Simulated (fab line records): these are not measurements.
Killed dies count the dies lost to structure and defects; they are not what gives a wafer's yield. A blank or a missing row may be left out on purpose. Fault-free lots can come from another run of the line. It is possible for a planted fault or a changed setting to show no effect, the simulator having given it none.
fab line records -- flow sky130
[record] lots = 24, wafers = 72, last_day = 51
route steps=708 shown LDD_N@254 LDD_LDN@302 SPACER@306 METAL1@436
lots with no fault: from the same line, run without faults
start_h: hours from the record's opening day to when the first of the lot's shown wafers began -- wait_h: how many hours have passed since the lot's step before this one -- " identical to the entry in the row above -- L1.1+2: a row that stands for several wafers -- - either no value or no given start -- * or withheld: withheld -- < > ~ a bound
route shown NAME@n: NAME is a module with steps in the file, n the number in the route of the first one -- usual: mean and standard deviation over wafers with no fault -- same: alike in all rows -- chamber/n: place in a boat -- sites: readings site by site -- _std_site: standard deviation across them -- _edge_site: outer sites' mean less inner sites' -- radius_mm: how far each site lies from the wafer's centre -- mask NAME#n: copy n -- behind: the last tool/chamber to shape the wafer -- hold: reason for holding the lot/hours on hold/outcome of the hold -- device: which transistor (n, p or np) failed to switch -- end of line: the same wafers' tests at the end of the route -- a step without rows: its recipe alone -- killed: dies lost to structure and defects at the first sort, not the wafer's yield -- map: shows each die of a wafer: x if killed, . if not, _ if none is there
set.NAME: setting as actually run; set.NAME@STEP: the setting as run at that earlier step -- model.NAME: the simulator's own value behind a step, which no gauge read
route steps across a sampled set of lots; one table per step, one row per wafer
services: a tool's chamber out of use, with start hour (start_h, from the record's first day; less than 0 if before it), hours out, and reason
[[steps]]
[step SKY_LDD_N_TW_MEAS_17]
[usual] LDD_N_TW = 2571/19
lot.wafer,tool,chamber,start_h,wait_h,LDD_N_TW
L074.1,film_metro-02,-,406.94,0.1,2560
L074.2,film_metro-02,-,406.94,0.1,2569
L074.3,film_metro-02,-,406.94,0.1,2578
L075.3,film_metro-02,-,416.06,0.1,2573
L075.5,film_metro-02,-,416.06,0.1,2585
L075.6,film_metro-02,-,416.06,0.1,2589
L076.2,film_metro-01,-,424.25,0.1,2610
L076.4,film_metro-01,-,424.25,0.1,2608
L076.5,film_metro-01,-,424.25,0.1,2602
L077.1,film_metro-02,-,439.94,0.1,2579
L077.2,film_metro-02,-,439.94,0.1,2596
L077.5,film_metro-02,-,439.94,0.1,2582
L079.1,film_metro-02,-,460.44,0.1,2583
L079.2,film_metro-02,-,460.44,0.1,2572
L079.5,film_metro-02,-,460.44,0.1,2561
L080.1,film_metro-02,-,460.99,0.1,2556
L080.2,film_metro-02,-,460.99,0.1,2566
L080.3,film_metro-02,-,460.99,0.1,2577
L078.1,film_metro-04,-,461.89,0.1,2550
L078.4,film_metro-04,-,461.89,0.1,2545
L078.6,film_metro-04,-,461.89,0.1,2554
L081.1,film_metro-02,-,468.39,0.1,2570
L081.3,film_metro-02,-,468.39,0.1,2572
L081.4,film_metro-02,-,468.39,0.1,2563
L082.1,film_metro-04,-,486.69,0.1,2561
L082.2,film_metro-04,-,486.69,0.1,2543
L082.4,film_metro-04,-,486.69,0.1,2546
L083.1,film_metro-04,-,488.59,0.1,2576
L083.4,film_metro-04,-,488.59,0.1,2559
L083.6,film_metro-04,-,488.59,0.1,2571
L085.2,film_metro-04,-,503.95,0.1,2567
L085.4,film_metro-04,-,503.95,0.1,2570
L085.5,film_metro-04,-,503.95,0.1,2575
L084.1,film_metro-01,-,504.24,0.1,2597
L084.3,film_metro-01,-,504.24,0.1,2585
L084.4,film_metro-01,-,504.24,0.1,2573
L086.2,film_metro-01,-,509.60,0.1,2592
L086.4,film_metro-01,-,509.60,0.1,2605
L086.5,film_metro-01,-,509.60,0.1,2582
L087.4,film_metro-04,-,520.37,0.1,2536
L087.5,film_metro-04,-,520.37,0.1,2551
L087.6,film_metro-04,-,520.37,0.1,2548
L088.1,film_metro-04,-,529.94,0.1,2546
L088.5,film_metro-04,-,529.94,0.1,2544
L088.6,film_metro-04,-,529.94,0.1,2552
L089.1,film_metro-04,-,539.69,0.1,2551
L089.5,film_metro-04,-,539.69,0.1,2539
L089.6,film_metro-04,-,539.69,0.1,2553
L090.2,film_metro-01,-,550.00,0.1,2569
L090.3,film_metro-01,-,550.00,0.1,2582
L090.4,film_metro-01,-,550.00,0.1,2587
L092.3,film_metro-04,-,566.21,0.1,2556
L092.5,film_metro-04,-,566.21,0.1,2547
L092.6,film_metro-04,-,566.21,0.1,2540
L091.1,film_metro-01,-,569.59,0.1,2589
L091.2,film_metro-01,-,569.59,0.1,2607
L091.4,film_metro-01,-,569.59,0.1,2596
L093.1,film_metro-04,-,574.84,0.1,2555
L093.5,film_metro-04,-,574.84,0.1,2565
L093.6,film_metro-04,-,574.84,0.1,2549
L094.1,film_metro-02,-,582.89,0.1,2585
L094.2,film_metro-02,-,582.89,0.1,2572
L094.6,film_metro-02,-,582.89,0.1,2591
L096.1,film_metro-02,-,597.14,0.1,2570
L096.3,film_metro-02,-,597.14,0.1,2596
L096.4,film_metro-02,-,597.14,0.1,2577
L095.1,film_metro-01,-,601.04,0.1,2584
L095.2,film_metro-01,-,601.04,0.1,2584
L095.4,film_metro-01,-,601.04,0.1,2590
L097.1,film_metro-01,-,615.74,0.1,2595
L097.5,film_metro-01,-,615.74,0.1,2599
L097.6,film_metro-01,-,615.74,0.1,2583
[step SKY_LDD_LDN_TW_MEAS_13]
[usual] LDD_LDN_TW = 1478/8.6
lot.wafer,tool,chamber,start_h,wait_h,LDD_LDN_TW
L074.1,film_metro-01,-,531.19,0.1,1480
L074.2,film_metro-01,-,531.19,0.1,1473
L074.3,film_metro-01,-,531.19,0.1,1474
L075.3,film_metro-04,-,541.90,0.1,1455
L075.5,film_metro-04,-,541.90,0.1,1464
L075.6,film_metro-04,-,541.90,0.1,1461
L076.2,film_metro-01,-,548.00,0.1,1481
L076.4,film_metro-01,-,548.00,0.1,1480
L076.5,film_metro-01,-,548.00,0.1,1479
L077.1,film_metro-02,-,563.89,0.1,1482
L077.2,film_metro-02,-,563.89,0.1,1477
L077.5,film_metro-02,-,563.89,0.1,1481
L079.1,film_metro-01,-,584.54,0.1,1491
L079.2,film_metro-01,-,584.54,0.1,1495
L079.5,film_metro-01,-,584.54,0.1,1487
L080.1,film_metro-02,-,585.44,0.1,1480
L080.2,film_metro-02,-,585.44,0.1,1481
L080.3,film_metro-02,-,585.44,0.1,1478
L078.1,film_metro-02,-,586.24,0.1,1472
L078.4,film_metro-02,-,586.24,0.1,1485
L078.6,film_metro-02,-,586.24,0.1,1482
L081.1,film_metro-04,-,591.24,0.1,1468
L081.3,film_metro-04,-,591.24,0.1,1475
L081.4,film_metro-04,-,591.24,0.1,1473
L082.1,film_metro-02,-,610.09,0.1,1481
L082.2,film_metro-02,-,610.09,0.1,1481
L082.4,film_metro-02,-,610.09,0.1,1480
L083.1,film_metro-04,-,612.09,0.1,1471
L083.4,film_metro-04,-,612.09,0.1,1464
L083.6,film_metro-04,-,612.09,0.1,1466
L085.2,film_metro-02,-,625.20,0.1,1475
L085.4,film_metro-02,-,625.20,0.1,1482
L085.5,film_metro-02,-,625.20,0.1,1484
L084.1,film_metro-02,-,625.79,0.1,1479
L084.3,film_metro-02,-,625.79,0.1,1479
L084.4,film_metro-02,-,625.79,0.1,1484
L086.2,film_metro-04,-,630.70,0.1,1480
L086.4,film_metro-04,-,630.70,0.1,1476
L086.5,film_metro-04,-,630.70,0.1,1481
L087.4,film_metro-04,-,640.47,0.1,1468
L087.5,film_metro-04,-,640.47,0.1,1475
L087.6,film_metro-04,-,640.47,0.1,1487
L088.1,film_metro-04,-,649.84,0.1,1477
L088.5,film_metro-04,-,649.84,0.1,1472
L088.6,film_metro-04,-,649.84,0.1,1473
L089.1,film_metro-04,-,659.44,0.1,1465
L089.5,film_metro-04,-,659.44,0.1,1472
L089.6,film_metro-04,-,659.44,0.1,1471
L090.2,film_metro-02,-,668.45,0.1,1487
L090.3,film_metro-02,-,668.45,0.1,1492
L090.4,film_metro-02,-,668.45,0.1,1488
L092.3,film_metro-02,-,685.46,0.1,1482
L092.5,film_metro-02,-,685.46,0.1,1481
L092.6,film_metro-02,-,685.46,0.1,1480
L091.1,film_metro-02,-,688.34,0.1,1479
L091.2,film_metro-02,-,688.34,0.1,1485
L091.4,film_metro-02,-,688.34,0.1,1476
L093.1,film_metro-01,-,692.99,0.1,1481
L093.5,film_metro-01,-,692.99,0.1,1493
L093.6,film_metro-01,-,692.99,0.1,1489
L094.1,film_metro-04,-,701.64,0.1,1461
L094.2,film_metro-04,-,701.64,0.1,1459
L094.6,film_metro-04,-,701.64,0.1,1467
L096.1,film_metro-02,-,711.19,0.1,1479
L096.3,film_metro-02,-,711.19,0.1,1471
L096.4,film_metro-02,-,711.19,0.1,1484
L095.1,film_metro-01,-,717.14,0.1,1482
L095.2,film_metro-01,-,717.14,0.1,1485
L095.4,film_metro-01,-,717.14,0.1,1491
L097.1,film_metro-02,-,731.79,0.1,1480
L097.5,film_metro-02,-,731.79,0.1,1483
L097.6,film_metro-02,-,731.79,0.1,1490
[step SKY_SPACER_ETCHBACK_02]
[recipe] chemistry = CH3F/O2, target = Si3N4, stop_on = SiO2, source_w = 400, bias_w = 80, pressure_mtorr = 25, ch3f_flow_sccm = 40, O2_flow_sccm = 30, time_s = 46.7, target_depth_a = 450
[usual] drypump_motor_current_A = 5.8/0.5, oes_product_au = 0.854/0.0065, rf_fwd_power_W = 396.4/1.9, throttle_valve_pct = 10.562/0.0092
lot.wafer,tool,chamber,start_h,wait_h,drypump_motor_current_A,oes_product_au,rf_fwd_power_W,rf_hours_counter_h,throttle_valve_pct
L074.1,rie_diel-04,3,532.57,0.1,6.0,0.841,397.4,9,10.551
L074.2,rie_diel-04,0,532.57,0.1,4.8,0.845,398.1,1,10.578
L074.3,rie_diel-04,2,532.57,0.1,6.4,0.838,397.4,29,10.553
L075.3,rie_diel-03,3,543.83,0.0,4.9,0.851,396.2,3,10.575
L075.5,rie_diel-03,0,543.83,0.0,6.1,0.857,397.2,-,10.562
L075.6,rie_diel-03,1,543.83,0.0,5.8,0.864,394.3,-,10.549
L076.2,rie_diel-04,1,549.37,0.0,6.2,0.856,395.7,1,10.577
L076.4,rie_diel-04,3,549.37,0.0,6.0,0.851,396.6,10,10.556
L076.5,rie_diel-04,0,549.37,0.0,4.8,0.855,399.9,-,10.559
L077.1,rie_diel-02,0,565.94,0.1,6.3,0.850,392.9,20,10.558
L077.2,rie_diel-02,2,565.94,0.1,6.1,0.857,397.5,1,10.547
L077.5,rie_diel-02,1,565.94,0.1,5.7,0.861,397.6,-,10.574
L079.1,rie_diel-03,0,586.88,0.1,6.0,0.846,395.8,5,10.555
L079.2,rie_diel-03,1,586.88,0.1,5.8,0.846,396.3,3,10.557
L079.5,rie_diel-03,1,586.88,0.1,5.8,0.853,396.0,-,10.578
L080.1,rie_diel-04,2,586.88,0.1,6.4,0.849,398.2,29,10.557
L080.2,rie_diel-04,3,586.88,0.1,6.0,0.855,395.1,10,10.564
L080.3,rie_diel-04,0,586.88,0.1,4.8,0.853,400.6,2,10.556
L078.1,rie_diel-02,1,588.08,0.1,5.7,0.852,397.0,36,10.557
L078.4,rie_diel-02,3,588.08,0.1,5.3,0.858,394.7,8,10.563
L078.6,rie_diel-02,1,588.08,0.1,5.7,0.856,396.5,-,10.559
L081.1,rie_diel-03,3,592.64,0.1,5.0,0.854,398.3,4,10.573
L081.3,rie_diel-03,1,592.64,0.1,5.8,0.846,394.8,3,10.563
L081.4,rie_diel-03,2,592.64,0.1,6.2,0.850,397.2,2,10.562
L082.1,rie_diel-02,3,612.12,0.1,5.3,0.861,394.7,8,10.559
L082.2,rie_diel-02,0,612.12,0.1,6.3,0.852,393.9,21,10.566
L082.4,rie_diel-02,1,612.12,0.1,5.7,0.861,398.5,37,10.577
L083.1,rie_diel-04,0,615.29,0.1,4.8,0.853,397.9,3,10.560
L083.4,rie_diel-04,3,615.29,0.1,6.0,0.857,396.6,11,10.565
L083.6,rie_diel-04,3,615.29,0.1,6.0,0.849,397.5,-,10.550
L085.2,rie_diel-03,1,626.77,0.0,5.8,0.857,394.4,4,10.571
L085.4,rie_diel-03,0,626.77,0.0,6.0,0.860,398.2,6,10.550
L085.5,rie_diel-03,0,626.77,0.0,6.1,0.860,399.1,-,10.564
L084.1,rie_diel-02,3,629.33,0.1,5.3,0.852,394.1,9,10.569
L084.3,rie_diel-02,2,629.33,0.1,6.1,0.858,398.3,2,10.554
L084.4,rie_diel-02,0,629.33,0.1,6.3,0.848,392.2,21,10.555
L086.2,rie_diel-03,3,632.06,0.0,4.9,0.845,398.2,5,10.559
L086.4,rie_diel-03,2,632.06,0.0,6.2,0.844,395.6,3,10.561
L086.5,rie_diel-03,3,632.06,0.0,5.0,0.843,397.9,-,10.551
L087.4,rie_diel-02,2,643.69,0.0,6.1,0.859,397.4,3,10.581
L087.5,rie_diel-02,3,643.69,0.0,5.3,0.843,396.1,-,10.573
L087.6,rie_diel-02,0,643.69,0.0,6.3,0.852,392.1,-,10.551
L088.1,rie_diel-02,0,651.79,0.1,6.3,0.852,391.3,22,10.559
L088.5,rie_diel-02,1,651.79,0.1,5.7,0.854,396.8,-,10.558
L088.6,rie_diel-02,0,651.79,0.1,6.3,0.855,393.3,-,10.573
L089.1,rie_diel-04,0,660.82,0.1,4.8,0.858,396.5,3,10.572
L089.5,rie_diel-04,1,660.82,0.1,6.2,0.866,395.4,-,10.576
L089.6,rie_diel-04,2,660.82,0.1,6.4,0.863,398.6,-,10.560
L090.2,rie_diel-03,2,671.34,0.0,6.3,0.851,394.9,3,10.566
L090.3,rie_diel-03,0,671.34,0.0,6.1,0.855,398.2,7,10.549
L090.4,rie_diel-03,3,671.34,0.0,5.0,0.863,396.6,5,10.557
L092.3,rie_diel-02,3,687.42,0.0,5.3,0.869,395.4,10,10.567
L092.5,rie_diel-02,1,687.42,0.0,5.7,0.875,396.9,-,10.566
L092.6,rie_diel-02,3,687.42,0.0,5.3,0.863,393.8,-,10.580
L091.1,rie_diel-02,3,690.89,0.1,5.3,0.856,395.3,10,10.561
L091.2,rie_diel-02,0,690.89,0.1,6.3,0.853,395.0,23,10.563
L091.4,rie_diel-02,0,690.89,0.1,6.3,0.853,393.6,-,10.559
L093.1,rie_diel-04,2,694.37,0.1,6.4,0.854,398.2,31,10.567
L093.5,rie_diel-04,2,694.37,0.1,6.4,0.856,398.8,-,10.553
L093.6,rie_diel-04,3,694.37,0.1,5.9,0.854,396.7,-,10.547
L094.1,rie_diel-03,0,703.60,0.1,6.1,0.852,396.0,8,10.569
L094.2,rie_diel-03,2,703.60,0.1,6.3,0.849,398.5,4,10.564
L094.6,rie_diel-03,1,703.60,0.1,5.8,0.852,394.4,-,10.564
L096.1,rie_diel-03,2,712.57,0.1,6.2,0.859,398.6,4,10.571
L096.3,rie_diel-03,1,712.57,0.1,5.8,0.860,394.4,6,10.565
L096.4,rie_diel-03,3,712.57,0.1,5.0,0.865,396.8,6,10.573
L095.1,rie_diel-04,2,718.52,0.1,6.4,0.851,396.6,32,10.572
L095.2,rie_diel-04,0,718.52,0.1,4.8,0.852,396.6,4,10.553
L095.4,rie_diel-04,3,718.52,0.1,6.0,0.846,395.0,12,10.575
L097.1,rie_diel-04,0,733.17,0.1,4.8,0.854,396.1,5,10.552
L097.5,rie_diel-04,1,733.17,0.1,6.2,0.844,395.4,-,10.557
L097.6,rie_diel-04,0,733.17,0.1,4.8,0.856,395.3,-,10.564
[step SKY_METAL1_SPUTTER_02]
[recipe] material = AlCu, target_thk_nm = 250, power_w = 10600, time_s = 13.3, chamber_pressure_pa = 0.4
[usual] throttle_valve_pct = 29.8/1.1
lot.wafer,tool,chamber,start_h,wait_h,throttle_valve_pct
L074.1,pvd_sputter-02,-,741.65,0.0,29.3
L074.2,pvd_sputter-02,-,741.65,0.0,31.5
L074.3,pvd_sputter-02,-,741.65,0.0,30.0
L075.3,pvd_sputter-03,-,753.38,0.0,28.3
L075.5,pvd_sputter-03,-,753.38,0.0,31.3
L075.6,pvd_sputter-03,-,753.38,0.0,30.3
L076.2,pvd_sputter-02,-,757.39,0.0,27.2
L076.4,pvd_sputter-02,-,757.39,0.0,30.1
L076.5,pvd_sputter-02,-,757.39,0.0,29.2
L077.1,pvd_sputter-03,-,773.33,0.0,30.2
L077.2,pvd_sputter-03,-,773.33,0.0,28.4
L077.5,pvd_sputter-03,-,773.33,0.0,31.2
L079.1,pvd_sputter-02,-,792.87,0.0,27.5
L079.2,pvd_sputter-02,-,792.87,0.0,29.1
L079.5,pvd_sputter-02,-,792.87,0.0,29.2
L080.1,pvd_sputter-03,-,793.06,0.0,30.1
L080.2,pvd_sputter-03,-,793.06,0.0,28.5
L080.3,pvd_sputter-03,-,793.06,0.0,30.0
L078.1,pvd_sputter-02,-,794.10,0.0,31.4
L078.4,pvd_sputter-02,-,794.10,0.0,29.5
L078.6,pvd_sputter-02,-,794.10,0.0,29.4
L081.1,pvd_sputter-02,-,796.41,0.0,31.6
L081.3,pvd_sputter-02,-,796.41,0.0,29.9
L081.4,pvd_sputter-02,-,796.41,0.0,29.2
L082.1,pvd_sputter-01,-,815.52,0.0,29.7
L082.2,pvd_sputter-01,-,815.52,0.0,30.1
L082.4,pvd_sputter-01,-,815.52,0.0,29.8
L083.1,pvd_sputter-03,-,819.77,0.0,30.1
L083.4,pvd_sputter-03,-,819.77,0.0,30.0
L083.6,pvd_sputter-03,-,819.77,0.0,30.0
L085.2,pvd_sputter-02,-,826.77,0.0,27.0
L085.4,pvd_sputter-02,-,826.77,0.0,31.4
L085.5,pvd_sputter-02,-,826.77,0.0,31.5
L084.1,pvd_sputter-03,-,831.19,0.0,30.2
L084.3,pvd_sputter-03,-,831.19,0.0,31.4
L084.4,pvd_sputter-03,-,831.19,0.0,30.3
L086.2,pvd_sputter-01,-,835.08,0.0,29.6
L086.4,pvd_sputter-01,-,835.08,0.0,30.4
L086.5,pvd_sputter-01,-,835.08,0.0,29.6
L087.4,pvd_sputter-01,-,845.83,0.0,29.5
L087.5,pvd_sputter-01,-,845.83,0.0,29.7
L087.6,pvd_sputter-01,-,845.83,0.0,30.4
L088.1,pvd_sputter-01,-,851.01,0.0,29.8
L088.5,pvd_sputter-01,-,851.01,0.0,29.8
L088.6,pvd_sputter-01,-,851.01,0.0,29.7
L089.1,pvd_sputter-02,-,860.35,0.0,27.5
L089.5,pvd_sputter-02,-,860.35,0.0,27.6
L089.6,pvd_sputter-02,-,860.35,0.0,29.2
L090.2,pvd_sputter-03,-,868.07,0.0,30.1
L090.3,pvd_sputter-03,-,868.07,0.0,31.7
L090.4,pvd_sputter-03,-,868.07,0.0,29.9
L092.3,pvd_sputter-01,-,884.32,0.0,30.6
L092.5,pvd_sputter-01,-,884.32,0.0,29.9
L092.6,pvd_sputter-01,-,884.32,0.0,30.3
L091.1,pvd_sputter-01,-,888.03,0.0,30.1
L091.2,pvd_sputter-01,-,888.03,0.0,30.5
L091.4,pvd_sputter-01,-,888.03,0.0,29.8
L093.1,pvd_sputter-02,-,889.60,0.0,31.5
L093.5,pvd_sputter-02,-,889.60,0.0,30.4
L093.6,pvd_sputter-02,-,889.60,0.0,31.9
L094.1,pvd_sputter-01,-,899.54,0.0,29.7
L094.2,pvd_sputter-01,-,899.54,0.0,29.6
L094.6,pvd_sputter-01,-,899.54,0.0,30.2
L096.1,pvd_sputter-01,-,906.85,0.0,29.8
L096.3,pvd_sputter-01,-,906.85,0.0,30.0
L096.4,pvd_sputter-01,-,906.85,0.0,29.6
L095.1,pvd_sputter-01,-,913.08,0.0,29.8
L095.2,pvd_sputter-01,-,913.08,0.0,30.6
L095.4,pvd_sputter-01,-,913.08,0.0,29.6
L097.1,pvd_sputter-02,-,926.98,0.0,29.5
L097.5,pvd_sputter-02,-,926.98,0.0,29.4
L097.6,pvd_sputter-02,-,926.98,0.0,27.3
[step SKY_METAL1_THK_MEAS_06]
[recipe] thk_meas_gauge = xrf, reads = AlCu_of_METAL1_SPUTTER_02
[usual] METAL1_ALCU_THK = 247.2/2.8
lot.wafer,tool,chamber,start_h,wait_h,METAL1_ALCU_THK[nm]
L074.1,film_metro-02,-,741.87,0.1,244.9
L074.2,film_metro-02,-,741.87,0.1,247.7
L074.3,film_metro-02,-,741.87,0.1,245.4
L075.3,film_metro-03,-,753.61,0.1,246.5
L075.5,film_metro-03,-,753.61,0.1,242.2
L075.6,film_metro-03,-,753.61,0.1,244.3
L076.2,film_metro-03,-,757.61,0.1,246.1
L076.4,film_metro-03,-,757.61,0.1,244.6
L076.5,film_metro-03,-,757.61,0.1,246.4
L077.1,film_metro-02,-,773.54,0.1,242.7
L077.2,film_metro-02,-,773.54,0.1,245.9
L077.5,film_metro-02,-,773.54,0.1,243.4
L079.1,film_metro-02,-,793.09,0.1,248.1
L079.2,film_metro-02,-,793.09,0.1,245.7
L079.5,film_metro-02,-,793.09,0.1,245.6
L080.1,film_metro-01,-,793.27,0.1,250.8
L080.2,film_metro-01,-,793.27,0.1,249.0
L080.3,film_metro-01,-,793.27,0.1,249.0
L078.1,film_metro-01,-,794.31,0.1,247.6
L078.4,film_metro-01,-,794.31,0.1,246.9
L078.6,film_metro-01,-,794.31,0.1,245.3
L081.1,film_metro-02,-,796.62,0.1,249.9
L081.3,film_metro-02,-,796.62,0.1,249.0
L081.4,film_metro-02,-,796.62,0.1,243.4
L082.1,film_metro-02,-,815.73,0.1,250.0
L082.2,film_metro-02,-,815.73,0.1,251.2
L082.4,film_metro-02,-,815.73,0.1,246.2
L083.1,film_metro-03,-,819.98,0.1,245.1
L083.4,film_metro-03,-,819.98,0.1,246.1
L083.6,film_metro-03,-,819.98,0.1,249.5
L085.2,film_metro-02,-,826.99,0.1,247.5
L085.4,film_metro-02,-,826.99,0.1,246.7
L085.5,film_metro-02,-,826.99,0.1,249.2
L084.1,film_metro-01,-,831.40,0.1,252.5
L084.3,film_metro-01,-,831.40,0.1,247.8
L084.4,film_metro-01,-,831.40,0.1,250.7
L086.2,film_metro-02,-,835.30,0.1,247.4
L086.4,film_metro-02,-,835.30,0.1,247.6
L086.5,film_metro-02,-,835.30,0.1,243.1
L087.4,film_metro-01,-,846.07,0.1,251.5
L087.5,film_metro-01,-,846.07,0.1,249.1
L087.6,film_metro-01,-,846.07,0.1,250.7
L088.1,film_metro-03,-,851.22,0.1,249.2
L088.5,film_metro-03,-,851.22,0.1,244.7
L088.6,film_metro-03,-,851.22,0.1,250.3
L089.1,film_metro-02,-,860.56,0.1,245.5
L089.5,film_metro-02,-,860.56,0.1,244.4
L089.6,film_metro-02,-,860.56,0.1,241.8
L090.2,film_metro-03,-,868.29,0.1,243.7
L090.3,film_metro-03,-,868.29,0.1,243.3
L090.4,film_metro-03,-,868.29,0.1,244.7
L092.3,film_metro-03,-,884.55,0.1,251.9
L092.5,film_metro-03,-,884.55,0.1,246.7
L092.6,film_metro-03,-,884.55,0.1,249.8
L091.1,film_metro-01,-,888.24,0.1,253.1
L091.2,film_metro-01,-,888.24,0.1,253.2
L091.4,film_metro-01,-,888.24,0.1,253.5
L093.1,film_metro-02,-,889.81,0.1,245.5
L093.5,film_metro-02,-,889.81,0.1,248.7
L093.6,film_metro-02,-,889.81,0.1,248.0
L094.1,film_metro-02,-,899.75,0.1,243.1
L094.2,film_metro-02,-,899.75,0.1,245.7
L094.6,film_metro-02,-,899.75,0.1,247.8
L096.1,film_metro-02,-,907.07,0.1,247.7
L096.3,film_metro-02,-,907.07,0.1,245.6
L096.4,film_metro-02,-,907.07,0.1,247.1
L095.1,film_metro-02,-,913.29,0.1,250.2
L095.2,film_metro-02,-,913.29,0.1,253.1
L095.4,film_metro-02,-,913.29,0.1,252.7
L097.1,film_metro-02,-,927.19,0.1,239.0
L097.5,film_metro-02,-,927.19,0.1,242.4
L097.6,film_metro-02,-,927.19,0.1,246.7
[step SKY_METAL1_CD_MEAS_15]
[recipe] target_cd_nm = 140
[usual] cd_nm = 139.8/1.4
lot.wafer,tool,chamber,start_h,wait_h,cd_nm
L074.1,cd_sem-02,-,769.90,-,139.4
L074.2,cd_sem-02,-,769.90,-,140.0
L074.3,cd_sem-02,-,769.90,-,140.3
L075.3,cd_sem-01,-,781.09,-,137.6
L075.5,cd_sem-01,-,781.09,-,138.0
L075.6,cd_sem-01,-,781.09,-,138.1
L076.2,cd_sem-02,-,785.07,-,140.7
L076.4,cd_sem-02,-,785.07,-,139.6
L076.5,cd_sem-02,-,785.07,-,141.1
L077.1,cd_sem-01,-,800.31,-,138.4
L077.2,cd_sem-01,-,800.31,-,139.2
L077.5,cd_sem-01,-,800.31,-,138.2
L079.1,cd_sem-01,-,820.35,-,140.0
L079.2,cd_sem-01,-,820.35,-,138.1
L079.5,cd_sem-01,-,820.35,-,139.1
L080.1,cd_sem-02,-,820.55,-,140.5
L080.2,cd_sem-02,-,820.55,-,140.0
L080.3,cd_sem-02,-,820.55,-,140.4
L078.1,cd_sem-01,-,821.05,-,138.6
L078.4,cd_sem-01,-,821.05,-,139.1
L078.6,cd_sem-01,-,821.05,-,139.3
L081.1,cd_sem-01,-,823.56,-,138.8
L081.3,cd_sem-01,-,823.56,-,139.1
L081.4,cd_sem-01,-,823.56,-,139.3
L082.1,cd_sem-02,-,842.61,-,139.2
L082.2,cd_sem-02,-,842.61,-,139.9
L082.4,cd_sem-02,-,842.61,-,138.9
L083.1,cd_sem-02,-,847.06,-,141.0
L083.4,cd_sem-02,-,847.06,-,141.7
L083.6,cd_sem-02,-,847.06,-,140.5
L085.2,cd_sem-01,-,852.57,-,141.0
L085.4,cd_sem-01,-,852.57,-,138.6
L085.5,cd_sem-01,-,852.57,-,138.9
L084.1,cd_sem-02,-,858.30,-,136.8
L084.3,cd_sem-02,-,858.30,-,138.1
L084.4,cd_sem-02,-,858.30,-,137.8
L086.2,cd_sem-02,-,861.68,-,142.0
L086.4,cd_sem-02,-,861.68,-,141.6
L086.5,cd_sem-02,-,861.68,-,141.2
L087.4,cd_sem-02,-,872.16,-,139.2
L087.5,cd_sem-02,-,872.16,-,138.2
L087.6,cd_sem-02,-,872.16,-,139.9
L088.1,cd_sem-02,-,877.76,-,141.2
L088.5,cd_sem-02,-,877.76,-,141.7
L088.6,cd_sem-02,-,877.76,-,142.0
L089.1,cd_sem-02,-,887.06,-,139.8
L089.5,cd_sem-02,-,887.06,-,141.3
L089.6,cd_sem-02,-,887.06,-,139.9
L090.2,cd_sem-02,-,893.92,-,137.5
L090.3,cd_sem-02,-,893.92,-,137.3
L090.4,cd_sem-02,-,893.92,-,137.6
L092.3,cd_sem-02,-,909.89,-,139.9
L092.5,cd_sem-02,-,909.89,-,138.2
L092.6,cd_sem-02,-,909.89,-,139.3
L091.1,cd_sem-02,-,913.45,-,139.9
L091.2,cd_sem-02,-,913.45,-,139.5
L091.4,cd_sem-02,-,913.45,-,139.5
L093.1,cd_sem-02,-,915.80,-,142.4
L093.5,cd_sem-02,-,915.80,-,141.6
L093.6,cd_sem-02,-,915.80,-,141.4
L094.1,cd_sem-01,-,925.00,-,141.6
L094.2,cd_sem-01,-,925.00,-,140.5
L094.6,cd_sem-01,-,925.00,-,139.5
L096.1,cd_sem-02,-,932.16,-,139.7
L096.3,cd_sem-02,-,932.16,-,139.2
L096.4,cd_sem-02,-,932.16,-,140.2
L095.1,cd_sem-02,-,938.00,-,141.8
L095.2,cd_sem-02,-,938.00,-,142.6
L095.4,cd_sem-02,-,938.00,-,142.1
L097.1,cd_sem-01,-,951.70,-,140.0
L097.5,cd_sem-01,-,951.70,-,139.6
L097.6,cd_sem-01,-,951.70,-,140.3
[[services]]
tool,chamber,start_h,hours,kind
rie_diel-03,-,517.57,0.2,repair
rie_diel-04,-,521.97,1.1,repair
rie_diel-02,3,538.49,3.9,repair
pvd_sputter-01,-,541.02,7.7,repair
rie_diel-04,-,577.41,4.1,repair
pvd_sputter-03,-,605.06,2.8,repair
rie_diel-02,2,683.69,34.9,repair
rie_diel-04,0,693.65,3.2,repair
rie_diel-03,3,694.13,11.8,repair
rie_diel-04,3,701.41,14.0,repair
rie_diel-04,2,705.06,4.3,repair
pvd_sputter-02,-,759.96,1.9,repair
pvd_sputter-02,-,771.96,11.7,repair
rie_diel-03,1,776.92,6.4,repair
rie_diel-03,0,796.21,4.7,repair
rie_diel-02,-,800.67,0.4,repair
rie_diel-03,1,814.35,20.0,repair
rie_diel-03,0,815.58,2.5,repair
rie_diel-04,3,824.25,4.0,repair
rie_diel-03,2,834.76,3.8,repair
rie_diel-04,0,835.45,6.8,repair
rie_diel-03,3,843.83,11.1,repair
rie_diel-02,-,858.37,0.4,repair
rie_diel-03,-,887.69,2.8,pm
[[key]]
fault none
